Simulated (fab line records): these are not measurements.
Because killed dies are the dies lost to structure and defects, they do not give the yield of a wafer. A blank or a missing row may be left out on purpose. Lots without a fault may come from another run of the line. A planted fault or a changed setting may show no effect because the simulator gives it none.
fab line records	flow gf180mcu
record lots=5	wafers=15	last_day=34
route steps=602 shown M3@421 V3@429 M4@456 PASSIVATION@602
lots that met no fault: from a run of the same line without faults
start_h: the number of hours between the record's first day and the start of the first shown wafer of the lot	wait_h: hours since the lot's step before	" identical to the entry in the row above	L1.1+2: a single row standing in for several wafers	- no value present, or no start provided	* or withheld: withheld	< > ~ a bound
route shown NAME@n: names a module that has steps shown in the file, with the first one's number in the route	usual: mean/standard deviation taken from wafers without a fault	same: alike in all rows	chamber/n: place in a boat	sites: per-site readings	_std_site: the values' standard deviation	_edge_site: mean of outer sites minus mean of inner sites	radius_mm: how far each site lies from the wafer's centre	mask NAME#n: copy n	behind: the most recent tool/chamber to have shaped the wafer	hold: the reason the lot was held/the length of the hold in hours/how it ended	device: transistor that didn't switch, given as n, p or np	end of line: tests run on the same wafers once the route is complete	a step without rows: its recipe alone	killed: count of dies lost to structure and defects at first sort (not the wafer's yield)	map: dies across one wafer; x = killed, . = not, _ = none there
set.NAME: the setting that was run; set.NAME@STEP: the one run at that earlier step	model.NAME: the simulator's own value behind a step, which no gauge read
lots at some steps of the route; a table a step, a row a wafer
services: the hour from which a tool's chamber was out of use, counted from the record's first day as start_h (under 0 if before that day), plus the number of hours and why
## steps
# step GF_M3_PEB_12
# recipe peb_temp_c=135	peb_time_s=90	resist=KrF
# step GF_M3_DEVELOP_13
# recipe develop_time_s=60	dev_temp_c=21
# step GF_M3_CD_MEAS_14
# recipe target_cd_nm=280
# usual cd_nm=280.2/1.4
lot.wafer	tool	chamber	start_h	wait_h	cd_nm
L628.3	cd_sem-01	-	518.47	0.1	279.4
L628.5	"	-	"	"	279.9
L628.6	"	-	"	"	280.3
L633.1	cd_sem-01	-	562.78	0.1	283.5
L633.3	"	-	"	"	284.0
L633.5	"	-	"	"	282.4
L637.2	cd_sem-02	-	603.31	0.1	279.6
L637.3	"	-	"	"	278.9
L637.6	"	-	"	"	278.8
L644.1	cd_sem-02	-	669.73	0.1	280.6
L644.3	"	-	"	"	280.4
L644.4	"	-	"	"	280.9
L647.3	cd_sem-02	-	679.52	0.1	280.4
L647.5	"	-	"	"	280.7
L647.6	"	-	"	"	280.1
# step GF_M3_OVL_MEAS_15
# usual M3_OVL=2/5.6
lot.wafer	tool	chamber	start_h	wait_h	M3_OVL[nm]
L628.3	overlay-02	-	518.56	0.1	-4
L628.5	"	-	"	"	-1
L628.6	"	-	"	"	-11
L633.1	overlay-02	-	562.90	0.1	2
L633.3	"	-	"	"	-2
L633.5	"	-	"	"	4
L637.2	overlay-01	-	603.42	0.1	5
L637.3	"	-	"	"	-1
L637.6	"	-	"	"	6
L644.1	overlay-02	-	669.85	0.1	5
L644.3	"	-	"	"	8
L644.4	"	-	"	"	5
L647.3	overlay-01	-	679.61	0.1	11
L647.5	"	-	"	"	3
L647.6	"	-	"	"	0
# step GF_M3_METAL_ETCH_16
# recipe chemistry=Cl2/BCl3	mask_material=KrF	target_depth_nm=627.5	stop_on=SiO2	pressure_mtorr=8	icp_w=800	bias_w=140	Cl2_flow_sccm=80	bcl3_flow_sccm=40	time_s=104.6
# usual drypump_motor_current_A=5.9/0.82	mfc_cl2_sccm=79.95/0.26	oes_product_au=0.973/0.006	throttle_valve_pct=28.247/0.0094
lot.wafer	tool	chamber	start_h	wait_h	drypump_motor_current_A	mfc_cl2_sccm	oes_product_au	rf_hours_counter_h	throttle_valve_pct
L628.3	rie_metal-01	0	518.62	0.1	4.6	80.08	0.966	-	28.267
L628.5	"	0	"	"	4.6	80.37	0.969	-	28.259
L628.6	"	1	"	"	5.3	79.66	0.969	-	28.248
L633.1	rie_metal-01	0	562.93	0.0	4.6	79.86	0.971	9.2	28.262
L633.3	"	1	"	"	5.3	80.14	0.988	-	28.238
L633.5	"	1	"	"	5.2	79.97	0.977	-	28.253
L637.2	rie_metal-01	1	603.45	0.0	5.3	79.38	0.975	6.9	28.257
L637.3	"	0	"	"	4.6	79.77	0.969	-	28.264
L637.6	"	0	"	"	4.6	80.02	0.960	-	28.248
L644.1	rie_metal-02	0	669.89	0.0	5.6	79.95	0.973	12.3	28.242
L644.3	"	1	"	"	6.7	80.00	0.978	-	28.247
L644.4	"	0	"	"	5.7	79.81	0.970	-	28.252
L647.3	rie_metal-04	1	679.67	0.1	6.5	79.81	0.975	-	28.237
L647.5	"	0	"	"	6.7	79.61	0.975	-	28.251
L647.6	"	1	"	"	6.6	79.68	0.968	-	28.269
# step GF_M3_STRIP_17
# recipe chemistry=O2/N2	power_w=1400	pressure_mtorr=1500	platen_temp_c=250	o2_flow_sccm=3000	n2_flow_sccm=300	overash_fraction=0.5
# usual drypump_motor_current_A=5.65/0.21	heater_power_w=329/42	oes_product_au=0.557/0.0041	strip_time_to_endpoint_s=7.88/0.042
lot.wafer	tool	chamber	start_h	wait_h	drypump_motor_current_A	heater_power_w	oes_product_au	rf_hours_counter_h	strip_time_to_endpoint_s
L628.3	plasma_asher-01	1	518.73	0.1	5.56	278	0.556	-	7.91
L628.5	"	0	"	"	6.03	301	0.563	-	7.96
L628.6	"	1	"	"	5.55	283	0.562	-	7.87
L633.1	plasma_asher-04	0	563.05	0.1	5.64	308	0.560	45	7.90
L633.3	"	1	"	"	5.74	406	0.555	-	7.84
L633.5	"	0	"	"	5.65	304	0.549	-	7.83
L637.2	plasma_asher-04	1	603.56	0.1	5.73	415	0.560	49	7.81
L637.3	"	1	"	"	5.75	385	0.555	-	7.94
L637.6	"	0	"	"	5.64	299	0.556	-	7.93
L644.1	plasma_asher-04	1	670.00	0.1	5.74	411	0.560	57	7.89
L644.3	"	0	"	"	5.67	301	0.565	-	7.88
L644.4	"	1	"	"	5.75	413	0.552	-	7.88
L647.3	plasma_asher-01	1	679.78	0.1	5.51	285	0.554	-	7.85
L647.5	"	0	"	"	5.93	308	0.557	-	7.87
L647.6	"	1	"	"	5.55	283	0.556	-	7.93
# step GF_M3_STRIP_18
# recipe chemistry=post_etch_residue_remover	time_s=1200	temp_c=72.5
# step GF_M3_CLEAN_19
# recipe chemistry=DIW	dry=n2_spin
# step GF_V3_CVD_00
# recipe material=SiO2	target_thk_nm=600	sigma_open_frac=0.3	temp_c=400	time_s=100	sih4_flow_sccm=60	pressure_mtorr=6
# step GF_V3_THK_MEAS_01
# recipe reads=SiO2_of_V3_CVD_00
# usual V3_CVD_00_THK=600/6.2
lot.wafer	tool	chamber	start_h	wait_h	V3_CVD_00_THK[nm]
L628.3	film_metro-04	-	519.35	0.1	601
L628.5	"	-	"	"	606
L628.6	"	-	"	"	606
L633.1	film_metro-02	-	563.65	0.0	603
L633.3	"	-	"	"	601
L633.5	"	-	"	"	602
L637.2	film_metro-02	-	604.18	0.0	596
L637.3	"	-	"	"	609
L637.6	"	-	"	"	605
L644.1	film_metro-03	-	670.61	0.0	596
L644.3	"	-	"	"	598
L644.4	"	-	"	"	598
L647.3	film_metro-04	-	680.37	0.1	588
L647.5	"	-	"	"	602
L647.6	"	-	"	"	609
# step GF_V3_CVD_02
# recipe material=SiO2	target_thk_nm=850	precursor=TEOS	temp_c=400	time_s=94.851	rf_w=600
# usual heater_power_w=617/110
lot.wafer	tool	chamber	start_h	wait_h	heater_power_w
L628.3	pecvd-03	1	519.39	0.0	678
L628.5	"	0	"	"	667
L628.6	"	1	"	"	736
L633.1	pecvd-03	1	563.71	0.1	746
L633.3	"	2	"	"	535
L633.5	"	2	"	"	578
L637.2	pecvd-02	1	604.23	0.0	531
L637.3	"	0	"	"	724
L637.6	"	0	"	"	779
L644.1	pecvd-03	1	670.67	0.1	844
L644.3	"	0	"	"	645
L644.4	"	1	"	"	658
L647.3	pecvd-02	1	680.41	0.0	502
L647.5	"	1	"	"	535
L647.6	"	0	"	"	701
# step GF_V3_THK_MEAS_03
# recipe reads=SiO2_of_V3_CVD_02
# usual V3_CVD_02_THK=851/11
lot.wafer	tool	chamber	start_h	wait_h	V3_CVD_02_THK[nm]
L628.3	film_metro-03	-	519.48	0.1	820
L628.5	"	-	"	"	842
L628.6	"	-	"	"	834
L633.1	film_metro-02	-	563.78	0.0	841
L633.3	"	-	"	"	848
L633.5	"	-	"	"	852
L637.2	film_metro-03	-	604.31	0.0	856
L637.3	"	-	"	"	856
L637.6	"	-	"	"	875
L644.1	film_metro-04	-	670.74	0.0	828
L644.3	"	-	"	"	848
L644.4	"	-	"	"	848
L647.3	film_metro-03	-	680.50	0.1	843
L647.5	"	-	"	"	860
L647.6	"	-	"	"	853
# step GF_V3_CMP_04
# recipe material=SiO2	down_force_psi=4	platen_rpm=60	pad_velocity_m_s=0.94248
# usual motor_current_A=11.5/0.92	time_to_endpoint_s=78/5.5
lot.wafer	tool	chamber	start_h	wait_h	motor_current_A	time_to_endpoint_s	model.SiO2_of_V3_CVD_02.thk_nm
L628.3	cmp-01	1	519.62	0.1	11.9	64	633.3
L628.6	"	3	"	"	10.3	72	634
L628.5	"	0	"	"	12.2	64	632
L633.1	cmp-02	0	563.89	0.1	11.6	74	631.7
L633.3	"	2	"	"	10.4	75	631.4
L633.5	"	0	"	"	11.7	76	631.8
L637.2	cmp-02	0	604.46	0.1	11.5	21	790.8
L637.3	"	1	"	"	12.4	79	634.2
L637.6	"	3	"	"	11.7	82	631.7
L644.1	cmp-01	1	670.80	0.1	11.8	75	631.3
L644.3	"	2	"	"	10.4	82	631.6
L644.4	"	3	"	"	10.0	81	631.9
L647.3	cmp-01	1	680.64	0.1	12.2	80	634
L647.6	"	3	"	"	10.5	87	633.1
L647.5	"	0	"	"	12.9	80	631.6
# step GF_V3_BOW_MEAS_05
# recipe mode=bow
# usual V3_BOW=118/8.2
lot.wafer	tool	chamber	start_h	wait_h	V3_BOW[um]
L628.3	film_metro-04	-	519.86	0.2	115
L628.5	"	-	"	"	119
L628.6	"	-	"	"	122
L633.1	film_metro-02	-	564.14	0.2	120
L633.3	"	-	"	"	124
L633.5	"	-	"	"	131
L637.2	film_metro-03	-	604.68	0.2	115
L637.3	"	-	"	"	108
L637.6	"	-	"	"	116
L644.1	film_metro-02	-	671.10	0.2	107
L644.3	"	-	"	"	117
L644.4	"	-	"	"	121
L647.3	film_metro-03	-	680.88	0.2	112
L647.5	"	-	"	"	111
L647.6	"	-	"	"	118
# step GF_V3_DEHYDRATE_06
# recipe temp_c=200	time_s=60
# step GF_V3_HMDS_07
# recipe prime_time_s=60	prime_temp_c=120
# step GF_V3_COAT_08
# recipe resist=BARC	temp_c=withheld	time_s=withheld	spin_rpm=withheld	resist_thk_nm=withheld
# step GF_V3_COAT_09
# recipe resist=KrF	spin_rpm=withheld	resist_thk_nm=1000
# step GF_V3_SOFTBAKE_10
# recipe temp_c=130	time_s=60	resist=KrF
# step GF_V3_EXPOSE_11
# recipe mask_id=Via3	target_cd_nm=260	na=0.68	source_shape=conventional	sigma_outer=0.6	dose_mj=38
# step GF_V3_PEB_12
# recipe peb_temp_c=135	peb_time_s=90	resist=KrF
# step GF_V3_DEVELOP_13
# recipe develop_time_s=60	resist=KrF	dev_temp_c=21
# step GF_V3_CD_MEAS_14
# recipe target_cd_nm=260
# usual cd_nm=260.1/1.2
lot.wafer	tool	chamber	start_h	wait_h	cd_nm
L628.3	cd_sem-02	-	542.59	0.1	262.1
L628.5	"	-	"	"	262.5
L628.6	"	-	"	"	262.4
L633.1	cd_sem-01	-	585.75	0.1	261.3
L633.3	"	-	"	"	262.3
L633.5	"	-	"	"	261.6
L637.2	cd_sem-02	-	626.25	0.1	261.5
L637.3	"	-	"	"	262.1
L637.6	"	-	"	"	261.0
L644.1	cd_sem-01	-	689.63	0.1	262.2
L644.3	"	-	"	"	259.2
L644.4	"	-	"	"	260.2
L647.3	cd_sem-01	-	699.99	0.1	259.6
L647.5	"	-	"	"	259.2
L647.6	"	-	"	"	260.6
# step GF_V3_OVL_MEAS_15
# usual V3_OVL=-6/4.9
lot.wafer	tool	chamber	start_h	wait_h	V3_OVL[nm]
L628.3	overlay-02	-	542.68	0.1	-5
L628.5	"	-	"	"	-1
L628.6	"	-	"	"	-7
L633.1	overlay-01	-	585.87	0.1	1
L633.3	"	-	"	"	0
L633.5	"	-	"	"	-6
L637.2	overlay-01	-	626.35	0.1	-8
L637.3	"	-	"	"	-7
L637.6	"	-	"	"	-16
L644.1	overlay-02	-	689.75	0.1	-14
L644.3	"	-	"	"	-13
L644.4	"	-	"	"	-10
L647.3	overlay-01	-	700.08	0.1	-1
L647.5	"	-	"	"	-4
L647.6	"	-	"	"	-8
# step GF_V3_ETCH_16
# recipe chemistry=N2/H2	target_depth_a=withheld	overetch_a=withheld	time_s=withheld	target=BARC	ion_energy_ev=200	source_w=500	bias_w=100	pressure_mtorr=30	n2_flow_sccm=100	h2_flow_sccm=200
# usual drypump_motor_current_A=5.6/0.53	oes_product_au=0.854/0.0045	throttle_valve_pct=13.224/0.0086
lot.wafer	tool	chamber	start_h	wait_h	drypump_motor_current_A	oes_product_au	throttle_valve_pct
L628.3	rie_diel-02	2	542.71	0.0	5.6	0.852	13.223
L628.5	"	2	"	"	5.6	0.862	13.229
L628.6	"	3	"	"	5.4	0.859	13.220
L633.1	rie_diel-03	2	585.91	0.0	5.4	0.856	13.212
L633.3	"	1	"	"	6.7	0.850	13.217
L633.5	"	3	"	"	5.1	0.857	13.216
L637.2	rie_diel-04	1	626.38	0.0	5.4	0.844	13.221
L637.3	"	2	"	"	6.0	0.849	13.224
L637.6	"	1	"	"	5.4	0.852	13.232
L644.1	rie_diel-04	1	689.79	0.0	5.4	0.846	13.220
L644.3	"	0	"	"	6.0	0.855	13.232
L644.4	"	3	"	"	6.1	0.860	13.228
L647.3	rie_diel-02	3	700.11	0.0	5.4	0.852	13.236
L647.5	"	1	"	"	4.8	0.861	13.212
L647.6	"	2	"	"	5.6	0.849	13.241
# step GF_V3_ETCH_17
# recipe chemistry=C4F8/O2/Ar	mask_material=KrF	target=SiO2	stop_on=TiN	source_w=1500	bias_w=1200	pressure_mtorr=40	c4f8_flow_sccm=withheld	O2_flow_sccm=6	Ar_flow_sccm=300	time_s=withheld	target_depth_a=6350
# usual oes_product_au=0.856/0.0042
lot.wafer	tool	chamber	start_h	wait_h	oes_product_au	model.V3.feature_depth_nm	model.etch.depth_nm
L628.3	rie_diel-02	2	-	-	0.852	633.3	633.3
L628.5	"	2	"	"	0.856	632	632
L628.6	"	3	"	"	0.862	634	634
L633.1	rie_diel-03	2	-	-	0.857	631.7	631.7
L633.3	"	1	"	"	0.847	631.4	631.4
L633.5	"	3	"	"	0.858	631.8	631.8
L637.2	rie_diel-04	1	-	-	0.971	790.8	790.8
L637.3	"	2	"	"	0.863	634.2	634.2
L637.6	"	1	"	"	0.852	631.7	631.7
L644.1	rie_diel-04	1	-	-	0.857	631.3	631.3
L644.3	"	0	"	"	0.855	631.6	631.6
L644.4	"	3	"	"	0.858	631.9	631.9
L647.3	rie_diel-02	3	-	-	0.851	634	634
L647.5	"	1	"	"	0.862	631.6	631.6
L647.6	"	2	"	"	0.858	633.1	633.1
# step GF_V3_STRIP_18
# recipe chemistry=O2/N2	power_w=1400	pressure_mtorr=1500	platen_temp_c=250	o2_flow_sccm=3000	n2_flow_sccm=300	overash_fraction=0.5
# step GF_V3_STRIP_19
# recipe chemistry=post_etch_residue_remover	time_s=1200	temp_c=72.5
# step GF_V3_CLEAN_20
# recipe chemistry=DIW	dry=n2_spin
# step GF_V3_SPUTTER_21
# recipe material=Ti	target_thk_nm=15	chamber_pressure_pa=5	power_w=2500	substrate_temp_c=200	time_s=80.02
# step GF_V3_SPUTTER_22
# recipe material=TiN	target_thk_nm=10	chamber_pressure_pa=5	power_w=4000	time_s=40
# step GF_V3_CVD_23
# recipe material=W	target_thk_nm=350	time_s=104.9	temp_c=400	pressure_torr=40
# step GF_V3_RS_MEAS_24
# recipe thk_meas_gauge=four-point-probe	reads=W_of_V3_CVD_23+TiN_of_V3_SPUTTER_22+Ti_of_V3_SPUTTER_21
# usual V3_W_RS=0.331/0.0035
lot.wafer	tool	chamber	start_h	wait_h	V3_W_RS[ohm/sq]
L628.3	film_metro-03	-	543.63	0.1	0.329
L628.5	"	-	"	"	0.331
L628.6	"	-	"	"	0.323
L633.1	film_metro-03	-	586.78	0.1	0.325
L633.3	"	-	"	"	0.330
L633.5	"	-	"	"	0.328
L637.2	film_metro-04	-	627.31	0.1	0.322
L637.3	"	-	"	"	0.325
L637.6	"	-	"	"	0.326
L644.1	film_metro-02	-	690.66	0.1	0.331
L644.3	"	-	"	"	0.328
L644.4	"	-	"	"	0.332
L647.3	film_metro-03	-	701.17	0.1	0.329
L647.5	"	-	"	"	0.331
L647.6	"	-	"	"	0.327
# step GF_V3_THK_MEAS_25
# recipe thk_meas_gauge=xrf	reads=W_of_V3_CVD_23
# usual V3_W_THK=344/5.2
lot.wafer	tool	chamber	start_h	wait_h	V3_W_THK[nm]
L628.3	film_metro-03	-	543.73	0.1	346
L628.5	"	-	"	"	340
L628.6	"	-	"	"	349
L633.1	film_metro-03	-	586.90	0.1	349
L633.3	"	-	"	"	342
L633.5	"	-	"	"	342
L637.2	film_metro-04	-	627.42	0.1	358
L637.3	"	-	"	"	354
L637.6	"	-	"	"	353
L644.1	film_metro-02	-	690.78	0.1	343
L644.3	"	-	"	"	347
L644.4	"	-	"	"	341
L647.3	film_metro-03	-	701.27	0.1	342
L647.5	"	-	"	"	342
L647.6	"	-	"	"	346
# step GF_V3_CMP_26
# recipe stop_on=SiO2	down_force_psi=3.5	platen_rpm=60	t_overpolish_s=15	target_thk_nm=0	pad_velocity_m_s=0.94248
# usual motor_current_A=10.5/0.83
lot.wafer	tool	chamber	start_h	wait_h	motor_current_A	model.SiO2_of_V3_CVD_02.thk_nm
L628.3	cmp-02	3	543.87	0.1	10.9	629.5
L628.6	"	1	"	"	11.4	630.2
L628.5	"	2	"	"	10.0	628.2
L633.1	cmp-01	1	587.06	0.1	10.5	627.9
L633.3	"	2	"	"	9.4	627.7
L633.5	"	3	"	"	8.9	628
L637.3	cmp-02	3	627.47	0.0	11.0	630.4
L637.2	"	1	"	"	11.5	787
L637.6	"	0	"	"	10.8	628
L644.4	cmp-02	3	690.89	0.1	11.2	628.1
L644.3	"	0	"	"	11.0	627.8
L644.1	"	1	"	"	11.9	627.5
L647.3	cmp-02	1	701.64	0.4	11.5	630.2
L647.6	"	2	"	"	9.6	629.3
L647.5	"	3	"	"	11.1	627.8
# step GF_M4_SPUTTER_00
# recipe material=Ti	target_thk_nm=37.5	arriving_ion_energy_ev=80	substrate_temp_c=200	chamber_pressure_pa=2	power_w=4000	time_s=150
# usual throttle_valve_pct=30.2/1.6
lot.wafer	tool	chamber	start_h	wait_h	throttle_valve_pct
L628.3	pvd_sputter-04	-	544.07	0.1	29.7
L628.5	"	-	"	"	28.2
L628.6	"	-	"	"	29.6
L633.1	pvd_sputter-03	-	587.26	0.1	29.7
L633.3	"	-	"	"	27.4
L633.5	"	-	"	"	31.2
L637.2	pvd_sputter-01	-	627.77	0.1	29.8
L637.3	"	-	"	"	32.5
L637.6	"	-	"	"	31.0
L644.1	pvd_sputter-03	-	691.14	0.1	30.1
L644.3	"	-	"	"	31.1
L644.4	"	-	"	"	29.4
L647.3	pvd_sputter-04	-	701.79	0.1	29.0
L647.5	"	-	"	"	28.3
L647.6	"	-	"	"	30.6
# step GF_PASSIVATION_PROBE_99
lot.wafer	tool	chamber	start_h	wait_h	model.etest.via3_chain.rc_ohm	model.etest.met4_comb.leak_log10_a_um
L628.3	prober-02	-	698.04	0.2	6.451	-11.98
L628.5	prober-02	-	698.14	0.2	6.15	-12.04
L628.6	prober-02	-	698.19	0.2	6.481	-12.03
L633.1	prober-02	-	735.33	0.1	6.213	-12.01
L633.3	prober-02	-	735.43	0.2	6.346	-12.15
L633.5	prober-02	-	735.53	0.2	6.225	-11.89
L637.2	prober-02	-	765.88	0.1	7.991	-11.7
L637.3	prober-02	-	765.93	0.2	6.342	-12.01
L637.6	prober-02	-	766.08	0.2	6.465	-12.04
L644.1	prober-02	-	816.95	0.1	6.355	-11.94
L644.3	prober-02	-	817.05	0.2	6.357	-11.96
L644.4	prober-02	-	817.10	0.2	6.848	-12.02
L647.3	prober-02	-	825.23	0.2	6.758	-11.92
L647.5	prober-02	-	825.33	0.2	6.296	-12.13
L647.6	prober-02	-	825.38	0.2	6.245	-11.98
# killed by level:class
L628.3 CONTACT:geometric_particle:open=6 STI:geometric_particle:open=5 V1:geometric_particle:open=5 V2:geometric_particle:open=5 V1:geometric_particle:short=4 V5:geometric_particle:open=4 M2:geometric_particle:short=3 V4:geometric_particle:open=3
L628.5 V2:geometric_particle:open=7 V1:geometric_particle:open=6 V5:geometric_particle:open=5 CONTACT:geometric_particle:open=3 M2:geometric_particle:short=3 V3:geometric_particle:open=3 V4:geometric_particle:open=3 M5:geometric_particle:short=3
L628.6 V3:geometric_particle:open=7 V1:geometric_particle:open=5 STI:geometric_particle:short=4 V4:geometric_particle:open=4 V5:geometric_particle:short=4 V5:geometric_particle:open=4 V2:geometric_particle:open=3 CONTACT:geometric_particle:open=2
L633.1 V1:geometric_particle:open=5 V2:geometric_particle:open=5 M2:geometric_particle:short=4 M3:geometric_particle:short=4 M4:geometric_particle:short=4 V3:geometric_particle:open=3 M5:geometric_particle:short=3 STI:geometric_particle:short=2
L633.3 V4:geometric_particle:open=7 V1:geometric_particle:short=6 V2:geometric_particle:open=5 POLY_GATE:geometric_particle:open=3 CONTACT:geometric_particle:open=3 M1:geometric_particle:short=3 V3:geometric_particle:short=3 V4:geometric_particle:short=3
L633.5 V1:geometric_particle:open=6 M1:geometric_particle:short=4 V2:geometric_particle:open=4 V5:geometric_particle:open=4 CONTACT:geometric_particle:open=3 V3:geometric_particle:open=3 STI:geometric_particle:short=2 V3:geometric_particle:short=2
L644.1 CONTACT:geometric_particle:short=5 V3:geometric_particle:open=5 V5:geometric_particle:open=5 CONTACT:geometric_particle:open=3 V5:geometric_particle:short=3 STI:geometric_particle:short=2 M1:geometric_particle:short=2 V1:geometric_particle:open=2
L644.3 V4:geometric_particle:open=6 V5:geometric_particle:open=6 CONTACT:geometric_particle:open=4 V3:geometric_particle:open=4 STI:geometric_particle:open=3 V2:geometric_particle:open=3 STI:geometric_particle:short=2 CONTACT:geometric_particle:short=2
L644.4 V1:geometric_particle:open=6 CONTACT:geometric_particle:open=4 V3:geometric_particle:open=4 M3:geometric_particle:short=3 V4:geometric_particle:short=3 V5:geometric_particle:open=3 M2:geometric_particle:open=2 M1:geometric_particle:short=2
L647.3 V4:geometric_particle:open=8 CONTACT:geometric_particle:open=5 V2:geometric_particle:open=4 V5:geometric_particle:short=4 V5:geometric_particle:open=4 V3:geometric_particle:short=3 V3:geometric_particle:open=3 STI:geometric_particle:short=2
L647.5 CONTACT:geometric_particle:open=7 V4:geometric_particle:open=5 STI:geometric_particle:open=4 V1:geometric_particle:short=4 V5:geometric_particle:short=4 M2:geometric_particle:short=3 M4:geometric_particle:short=3 V3:geometric_particle:open=3
L647.6 V1:geometric_particle:open=7 M4:geometric_particle:short=5 STI:geometric_particle:open=4 CONTACT:geometric_particle:open=4 M1:geometric_particle:short=3 V4:geometric_particle:short=3 V4:geometric_particle:open=3 V5:geometric_particle:short=3
## services
tool	chamber	start_h	hours	kind
rie_diel-02	1	497.23	15.3	repair
cmp-01	-	497.84	1.7	repair
rie_diel-02	0	505.94	5.7	repair
rie_diel-03	-	509.33	14.6	pm
rie_metal-01	-	520.97	1.2	repair
rie_diel-04	-	530.59	2.8	pm
cmp-02	-	532.18	1.6	repair
rie_metal-01	-	547.61	2.1	repair
cmp-01	-	550.66	3.8	repair
cmp-02	-	556.84	0.8	repair
cmp-02	-	558.09	3.1	repair
cmp-02	-	572.00	4.0	pm
plasma_asher-04	-	576.70	0.7	repair
rie_diel-04	1	580.13	2.0	repair
cmp-02	-	584.89	6.6	pm
rie_diel-02	-	593.00	15.6	pm
rie_diel-03	3	613.62	12.3	repair
cmp-01	-	624.35	0.9	repair
rie_diel-02	-	626.62	0.2	repair
cmp-02	-	632.17	4.6	pm
cmp-02	-	648.95	2.2	repair
rie_diel-04	1	659.29	30.3	repair
plasma_asher-04	-	688.67	1.4	repair
cmp-01	-	695.65	38.3	repair
## key
first_sign step=GF_V3_CMP_04	reading=time_to_endpoint_s	direction=down	sigmas=10	usual=*	struck=*
effect step=GF_V3_ETCH_17	reading=oes_product_au	direction=up	sigmas=27	usual=0.856	struck=0.971
model_effect step=GF_V3_CMP_04	value=SiO2_of_V3_CVD_02.thk_nm	without=632.7	struck=790.8
model_effect step=GF_V3_ETCH_17	value=V3.feature_depth_nm	without=632.7	struck=790.8
model_effect step=GF_V3_CMP_26	value=SiO2_of_V3_CVD_02.thk_nm	without=628.9	struck=787
model_effect step=GF_PASSIVATION_PROBE_99	value=etest.via3_chain.rc_ohm	without=6.183	struck=7.991
met_at GF_V3_CMP_04
struck_wafers L637.2
sort_left_out L637.2
onset_between 563.89 604.46
fault kind=process_parameter_drift	tool=cmp-02	chamber=0	onset_h=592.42	steps=GF_V3_CMP_04	channel=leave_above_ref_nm	offset=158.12	shape=step	end_h=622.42	acts_in=these_recipes_only	stated=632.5
# sort_left_out: the simulated sort isn't trusted on such a fault, so these wafers' sort isn't shown, and their yield isn't known
